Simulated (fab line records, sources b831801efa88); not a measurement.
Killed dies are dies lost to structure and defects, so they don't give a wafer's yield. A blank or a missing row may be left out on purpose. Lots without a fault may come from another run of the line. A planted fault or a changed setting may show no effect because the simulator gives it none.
fab line records | flow sky130
record lots=14 wafers=42 last_day=50
route steps=708 shown VT_ADJUST_LVTN@107 VT_ADJUST_NCORE@127 SONOS_TUNNEL@161 GATE_OXIDE@193 PAD_OPEN@708
lots that met no fault: from a run of the same line without faults
start_h: hours from the record's first day to the start of the lot's first wafer shown | wait_h: hours since the lot's step before | " the same as in the row above | L1.1+2: a row that stands for several wafers | - no value, or no start given | * or withheld: withheld | < > ~ a bound
route shown NAME@n: a module of which the file shows steps, and the number in the route of the first | usual: mean/standard deviation of fault-free wafers | same: alike in all rows | chamber/n: place in a boat | sites: the reading at each site | _std_site: their standard deviation | _edge_site: outer sites' mean less inner sites' | radius_mm: how far each site lies from the wafer's centre | mask NAME#n: copy n | behind: the tool/chamber that last shaped the wafer | hold: why the lot was held/for how many hours/how that ended | device: the transistor (n, p or np) that didn't switch | end of line: the same wafers' tests at the end of the route | a step without rows: its recipe alone | killed: dies lost to structure and defects at the first sort, not the wafer's yield | map: a wafer's dies, x killed, . not, _ none there
set.NAME: the setting as run; set.NAME@STEP: as run at that earlier step | model.NAME: the simulator's own value behind a step, which no gauge read
steps of the route over a sample of lots; a table a step, a row a wafer
## steps
# step SKY_VT_ADJUST_LVTN_TW_MEAS_10
# usual VT_ADJUST_LVTN_TW=242.0/0.86
# columns lot.wafer tool chamber start_h wait_h VT_ADJUST_LVTN_TW
L718.1 film_metro-02 - 161.82 0.1 241.1
L718.2 " - " " 241.4
L718.3 " - " " 241.8
L720.2 film_metro-02 - 190.18 0.1 242.4
L720.3 " - " " 243.3
L720.4 " - " " 242.4
L721.1 film_metro-02 - 191.86 0.1 243.1
L721.5 " - " " 241.7
L721.6 " - " " 242.7
L723.1 film_metro-04 - 203.71 0.1 243.0
L723.3 " - " " 241.2
L723.5 " - " " 241.0
L726.1 film_metro-04 - 219.16 0.1 241.6
L726.3 " - " " 244.0
L726.4 " - " " 240.9
L729.2 film_metro-02 - 239.47 0.1 241.9
L729.4 " - " " 242.8
L729.5 " - " " 241.3
L731.2 film_metro-03 - 250.36 0.1 242.7
L731.4 " - " " 241.1
L731.5 " - " " 241.6
L730.3 film_metro-02 - 252.04 0.1 242.5
L730.5 " - " " 242.1
L730.6 " - " " 242.2
L732.4 film_metro-02 - 261.04 0.1 242.8
L732.5 " - " " 242.1
L732.6 " - " " 242.2
L733.1 film_metro-03 - 269.92 0.1 241.3
L733.5 " - " " 240.5
L733.6 " - " " 239.7
L734.3 film_metro-02 - 290.17 0.1 241.6
L734.4 " - " " 242.1
L734.5 " - " " 240.7
L735.1 film_metro-04 - 303.72 0.1 241.9
L735.3 " - " " 242.7
L735.6 " - " " 241.7
L736.1 film_metro-02 - 304.05 0.1 240.4
L736.3 " - " " 240.4
L736.6 " - " " 242.2
L737.1 film_metro-04 - 305.01 0.1 241.2
L737.2 " - " " 243.0
L737.3 " - " " 243.6
# step SKY_VT_ADJUST_NCORE_OVL_MEAS_08
# usual VT_ADJUST_NCORE_OVL=-1.1/1.4
# columns lot.wafer tool chamber start_h wait_h VT_ADJUST_NCORE_OVL[nm]
L718.1 overlay-01 - 202.63 0.1 -1.3
L718.2 " - " " 0.3
L718.3 " - " " -0.6
L720.2 overlay-01 - 234.21 0.1 -1.7
L720.3 " - " " -1.1
L720.4 " - " " -0.4
L721.1 overlay-02 - 235.16 0.1 0.3
L721.5 " - " " -1.2
L721.6 " - " " -1.0
L723.1 overlay-01 - 249.43 0.1 -1.9
L723.3 " - " " -0.8
L723.5 " - " " -2.1
L726.1 overlay-01 - 264.89 0.1 -0.9
L726.3 " - " " -1.5
L726.4 " - " " -2.0
L729.2 overlay-02 - 287.75 0.1 -0.5
L729.4 " - " " -0.2
L729.5 " - " " 0.2
L731.2 overlay-02 - 298.46 0.1 -2.3
L731.4 " - " " -0.7
L731.5 " - " " -0.8
L730.3 overlay-02 - 300.05 0.1 -1.2
L730.5 " - " " 0.7
L730.6 " - " " -2.0
L732.4 overlay-01 - 308.81 0.1 -0.2
L732.5 " - " " 0.3
L732.6 " - " " -0.6
L733.1 overlay-01 - 319.11 0.1 -4.3
L733.5 " - " " -4.9
L733.6 " - " " -3.5
L734.3 overlay-02 - 340.70 0.1 -0.1
L734.4 " - " " 1.2
L734.5 " - " " 0.7
L735.1 overlay-01 - 356.69 0.1 -2.4
L735.3 " - " " -2.4
L735.6 " - " " -2.9
L736.1 overlay-01 - 357.94 0.1 -2.0
L736.3 " - " " -1.5
L736.6 " - " " -1.0
L737.1 overlay-01 - 358.13 0.1 0.2
L737.2 " - " " -0.8
L737.3 " - " " -1.1
# step SKY_SONOS_TUNNEL_CD_MEAS_07
# recipe target_cd_nm=410
# usual cd_nm=410.0/1.9
# columns lot.wafer tool chamber start_h wait_h cd_nm
L718.1 cd_sem-01 - 272.41 0.1 408.2
L718.2 " - " " 408.7
L718.3 " - " " 409.8
L720.2 cd_sem-01 - 305.96 0.1 408.1
L720.3 " - " " 407.5
L720.4 " - " " 408.6
L721.1 cd_sem-02 - 306.42 0.1 407.0
L721.5 " - " " 407.9
L721.6 " - " " 408.5
L723.1 cd_sem-02 - 323.29 0.1 410.9
L723.3 " - " " 409.8
L723.5 " - " " 408.2
L726.1 cd_sem-01 - 341.02 0.1 412.9
L726.3 " - " " 411.7
L726.4 " - " " 412.1
L729.2 cd_sem-01 - 366.14 0.1 412.4
L729.4 " - " " 412.5
L729.5 " - " " 411.6
L731.2 cd_sem-02 - 378.34 0.1 410.3
L731.4 " - " " 410.5
L731.5 " - " " 410.7
L730.3 cd_sem-01 - 381.11 0.1 411.8
L730.5 " - " " 409.7
L730.6 " - " " 410.5
L732.4 cd_sem-02 - 391.10 0.1 412.2
L732.5 " - " " 412.8
L732.6 " - " " 412.6
L733.1 cd_sem-02 - 402.79 0.1 410.1
L733.5 " - " " 410.2
L733.6 " - " " 410.1
L734.3 cd_sem-02 - 427.40 0.1 408.9
L734.4 " - " " 407.0
L734.5 " - " " 409.6
L735.1 cd_sem-01 - 445.31 0.1 410.9
L735.3 " - " " 412.0
L735.6 " - " " 410.4
L736.1 cd_sem-02 - 446.67 0.1 409.3
L736.3 " - " " 411.5
L736.6 " - " " 412.4
L737.1 cd_sem-01 - 446.97 0.1 408.2
L737.2 " - " " 404.5
L737.3 " - " " 406.6
# step SKY_GATE_OXIDE_SOFTBAKE_06
# recipe temp_c=90 time_s=60 resist=NOVOLAK
# usual heater_power_total_W=56.60/0.045 plate_temp_C=89.98/0.15
# columns lot.wafer tool chamber start_h wait_h heater_power_total_W plate_temp_C
L718.1 litho_track-01 0 330.36 0.1 58.22 91.64
L718.2 " 0 " " 58.17 91.70
L718.3 " 0 " " 58.24 91.69
L720.2 litho_track-01 0 353.04 0.1 58.15 91.80
L720.3 " 0 " " 58.14 91.91
L720.4 " 0 " " 58.15 91.77
L721.1 litho_track-02 0 354.56 0.1 56.66 90.22
L721.5 " 0 " " 56.62 90.31
L721.6 " 0 " " 56.59 90.09
L723.1 litho_track-03 0 375.27 0.1 56.54 90.10
L723.3 " 0 " " 56.65 90.26
L723.5 " 0 " " 56.58 90.04
L726.1 litho_track-02 0 390.51 0.1 56.56 90.08
L726.3 " 0 " " 56.58 89.96
L726.4 " 0 " " 56.60 89.91
L729.2 litho_track-03 0 418.55 0.1 56.55 90.02
L729.4 " 0 " " 56.52 89.69
L729.5 " 0 " " 56.64 89.83
L731.2 litho_track-01 0 429.14 0.1 56.57 90.17
L731.4 " 0 " " 56.56 89.95
L731.5 " 0 " " 56.54 89.95
L730.3 litho_track-02 0 434.21 0.1 56.56 90.17
L730.5 " 0 " " 56.55 90.00
L730.6 " 0 " " 56.55 90.17
L732.4 litho_track-01 0 445.99 0.1 56.65 90.08
L732.5 " 0 " " 56.52 89.94
L732.6 " 0 " " 56.60 89.87
L733.1 litho_track-01 0 455.21 0.1 56.62 89.98
L733.5 " 0 " " 56.63 90.17
L733.6 " 0 " " 56.62 90.31
L734.3 litho_track-01 0 481.51 0.1 56.62 90.19
L734.4 " 0 " " 56.59 90.16
L734.5 " 0 " " 56.62 90.29
L735.1 litho_track-03 0 497.02 0.1 56.53 89.80
L735.3 " 0 " " 56.56 89.91
L735.6 " 0 " " 56.62 89.88
L736.1 litho_track-02 0 498.96 0.1 56.59 89.96
L736.3 " 0 " " 56.52 89.91
L736.6 " 0 " " 56.54 89.91
L737.1 litho_track-03 0 500.92 0.1 56.62 90.02
L737.2 " 0 " " 56.64 90.05
L737.3 " 0 " " 56.59 89.92
# step SKY_PAD_OPEN_PROBE_99
# usual killed_at_M0_to_M3=43/6.6 killed_at_M4_up=3.1/1.6 killed_at_contacts=23/5.6 killed_at_front_end=15/4.2 killed_at_other=0.2/0.43 killed_dies=85/9.3 killed_open=46/6.6 killed_short=39/6.2
# same gross_dies=492 killed_at_back_side=0
# columns lot.wafer tool chamber start_h wait_h killed_at_M0_to_M3 killed_at_M4_up killed_at_contacts killed_at_front_end killed_at_other killed_dies killed_open killed_short
L721.1 prober-02 - 1117.39 0.1 30 5 29 7 0 71 43 28
L721.5 prober-02 - 1117.59 0.2 59 2 17 19 0 97 54 43
L721.6 prober-02 - 1117.64 0.2 42 2 26 26 0 96 53 43
L730.3 prober-02 - 1170.93 0.2 48 2 21 15 0 86 45 41
L730.5 prober-02 - 1171.03 0.2 28 2 27 18 0 75 42 33
L730.6 prober-02 - 1171.08 0.2 41 5 21 14 0 81 40 41
L729.2 prober-01 - 1172.98 0.1 37 3 19 13 0 72 45 27
L729.4 prober-01 - 1173.08 0.2 45 3 18 15 0 81 43 38
L729.5 prober-01 - 1173.13 0.2 30 4 31 18 0 83 40 43
L731.2 prober-02 - 1173.20 0.1 50 1 16 15 0 82 44 38
L731.4 prober-02 - 1173.30 0.2 40 1 25 20 0 86 50 36
L731.5 prober-02 - 1173.35 0.2 38 4 30 14 0 86 50 36
L732.4 prober-01 - 1174.58 0.2 41 8 24 14 1 88 37 51
L732.5 prober-01 - 1174.63 0.2 57 5 13 16 0 91 51 40
L732.6 prober-01 - 1174.68 0.2 46 2 16 16 0 80 46 34
L733.1 prober-02 - 1179.56 0.1 46 3 29 12 0 90 50 40
L733.5 prober-02 - 1179.76 0.2 44 4 22 19 0 89 46 43
L733.6 prober-02 - 1179.81 0.2 45 0 16 15 0 76 38 38
# killed by level:class
L721.1 CONTACT:geometric_particle:open=12 LI_CONTACT:geometric_particle:open=9 VIA3:geometric_particle:open=7 VIA1:geometric_particle:open=5 METAL4:geometric_particle:short=4 FIELD_ISO:geometric_particle:short=3 CONTACT:geometric_particle:short=3 METAL1:geometric_particle:short=3
L721.5 VIA1:geometric_particle:open=14 VIA2:geometric_particle:open=14 FIELD_ISO:geometric_particle:short=8 METAL1:geometric_particle:short=8 CONTACT:geometric_particle:open=7 VIA1:geometric_particle:short=6 LI_CONTACT:geometric_particle:open=5 VIA2:geometric_particle:short=4
L721.6 LI_CONTACT:geometric_particle:open=10 VIA2:geometric_particle:open=8 VIA3:geometric_particle:open=8 CONTACT:geometric_particle:open=7 FIELD_ISO:geometric_particle:short=6 POLY_GATE:geometric_particle:open=5 VIA1:geometric_particle:short=5 FIELD_ISO:geometric_particle:open=4
L730.3 VIA1:geometric_particle:open=13 CONTACT:geometric_particle:open=6 VIA2:geometric_particle:open=6 FIELD_ISO:geometric_particle:open=5 LI_CONTACT:geometric_particle:open=5 CONTACT:geometric_particle:short=5 VIA1:geometric_particle:short=5 VIA3:geometric_particle:open=5
L730.5 VIA1:geometric_particle:open=9 LI_CONTACT:geometric_particle:open=7 CONTACT:geometric_particle:open=7 CONTACT:geometric_particle:short=7 FIELD_ISO:geometric_particle:open=5 POLY_GATE:geometric_particle:open=4 METAL2:geometric_particle:short=4 VIA3:geometric_particle:open=4
L730.6 VIA1:geometric_particle:short=10 VIA1:geometric_particle:open=9 LI_CONTACT:geometric_particle:open=7 CONTACT:geometric_particle:open=6 METAL2:geometric_particle:short=6 CONTACT:geometric_particle:short=5 METAL1:geometric_particle:short=5 VIA2:geometric_particle:open=5
L729.2 LI_CONTACT:geometric_particle:open=9 FIELD_ISO:geometric_particle:open=8 VIA1:geometric_particle:open=8 VIA2:geometric_particle:open=8 METAL2:geometric_particle:short=5 VIA3:geometric_particle:short=5 CONTACT:geometric_particle:open=4 VIA3:geometric_particle:open=4
L729.4 VIA1:geometric_particle:open=12 VIA3:geometric_particle:open=9 CONTACT:geometric_particle:open=6 CONTACT:geometric_particle:short=6 VIA1:geometric_particle:short=6 FIELD_ISO:geometric_particle:short=4 METAL2:geometric_particle:short=4 VIA2:geometric_particle:short=4
L729.5 CONTACT:geometric_particle:open=9 VIA1:geometric_particle:open=9 POLY_GATE:geometric_particle:short=7 LI_CONTACT:geometric_particle:open=6 LOCAL_INTERCONNECT:geometric_particle:short=6 CONTACT:geometric_particle:short=5 SPACER:geometric_particle:short=4 METAL2:geometric_particle:short=4
L731.2 VIA1:geometric_particle:open=13 VIA2:geometric_particle:open=9 VIA1:geometric_particle:short=6 VIA3:geometric_particle:open=6 METAL1:geometric_particle:short=5 FIELD_ISO:geometric_particle:short=4 POLY_GATE:geometric_particle:open=4 LOCAL_INTERCONNECT:geometric_particle:short=4
L731.4 VIA1:geometric_particle:open=13 FIELD_ISO:geometric_particle:open=7 CONTACT:geometric_particle:short=6 CONTACT:geometric_particle:open=6 METAL1:geometric_particle:short=6 VIA3:geometric_particle:open=6 FIELD_ISO:geometric_particle:short=5 VIA2:geometric_particle:open=5
L731.5 CONTACT:geometric_particle:open=14 VIA1:geometric_particle:open=8 METAL1:geometric_particle:short=7 VIA2:geometric_particle:open=7 LI_CONTACT:geometric_particle:open=6 CONTACT:geometric_particle:short=5 POLY_GATE:geometric_particle:open=4 VIA3:geometric_particle:open=4
L732.4 VIA1:geometric_particle:open=10 METAL2:geometric_particle:short=8 LI_CONTACT:geometric_particle:open=7 METAL1:geometric_particle:short=6 CONTACT:geometric_particle:open=6 FIELD_ISO:geometric_particle:short=5 POLY_GATE:geometric_particle:short=5 LOCAL_INTERCONNECT:geometric_particle:short=5
L732.5 VIA3:geometric_particle:open=13 VIA1:geometric_particle:open=9 METAL1:geometric_particle:short=8 FIELD_ISO:geometric_particle:short=7 VIA2:geometric_particle:open=7 METAL2:geometric_particle:short=6 CONTACT:geometric_particle:open=5 LI_CONTACT:geometric_particle:open=5
L732.6 VIA1:geometric_particle:open=15 VIA3:geometric_particle:open=7 FIELD_ISO:geometric_particle:short=6 LI_CONTACT:geometric_particle:open=5 VIA2:geometric_particle:open=5 CONTACT:geometric_particle:short=4 METAL2:geometric_particle:short=4 VIA3:geometric_particle:short=4
L733.1 VIA1:geometric_particle:open=11 VIA3:geometric_particle:open=9 LI_CONTACT:geometric_particle:open=8 CONTACT:geometric_particle:open=7 VIA1:geometric_particle:short=7 VIA2:geometric_particle:open=7 FIELD_ISO:geometric_particle:short=5 LI_CONTACT:geometric_particle:short=4
L733.5 VIA1:geometric_particle:open=10 CONTACT:geometric_particle:open=9 POLY_GATE:geometric_particle:short=7 VIA2:geometric_particle:open=7 FIELD_ISO:geometric_particle:short=5 VIA2:geometric_particle:short=5 VIA3:geometric_particle:open=5 METAL2:geometric_particle:short=4
L733.6 VIA3:geometric_particle:short=7 METAL1:geometric_particle:short=7 VIA1:geometric_particle:open=7 VIA3:geometric_particle:open=7 POLY_GATE:geometric_particle:open=5 LI_CONTACT:geometric_particle:open=5 FIELD_ISO:geometric_particle:short=4 VIA1:geometric_particle:short=4
## key
first_sign step=SKY_GATE_OXIDE_SOFTBAKE_06 reading=heater_power_total_W direction=up sigmas=35 usual=* struck=*
effect step=SKY_GATE_OXIDE_SOFTBAKE_06 reading=plate_temp_C direction=up sigmas=12 usual=* struck=*
met_at SKY_GATE_OXIDE_SOFTBAKE_06
struck_lots L718,L720
tester_left_out L718,L720
not_acting_at SKY_VT_ADJUST_LVTN_TW_MEAS_10,SKY_VT_ADJUST_NCORE_OVL_MEAS_08,SKY_SONOS_TUNNEL_CD_MEAS_07
fault kind=process_parameter_drift tool=litho_track-01 chamber=- onset_h=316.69 steps=SKY_GATE_OXIDE_SOFTBAKE_06 channel=temp_c offset=* shape=step end_h=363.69 acts_in=* stated=*
# tester_left_out: of these lots the tester's yield and bins aren't shown, on N5 and GAA mostly nor the transistor test; their killed dies are dies lost to structure and defects alone, not to doping, threshold or leakage, so they don't give the yield
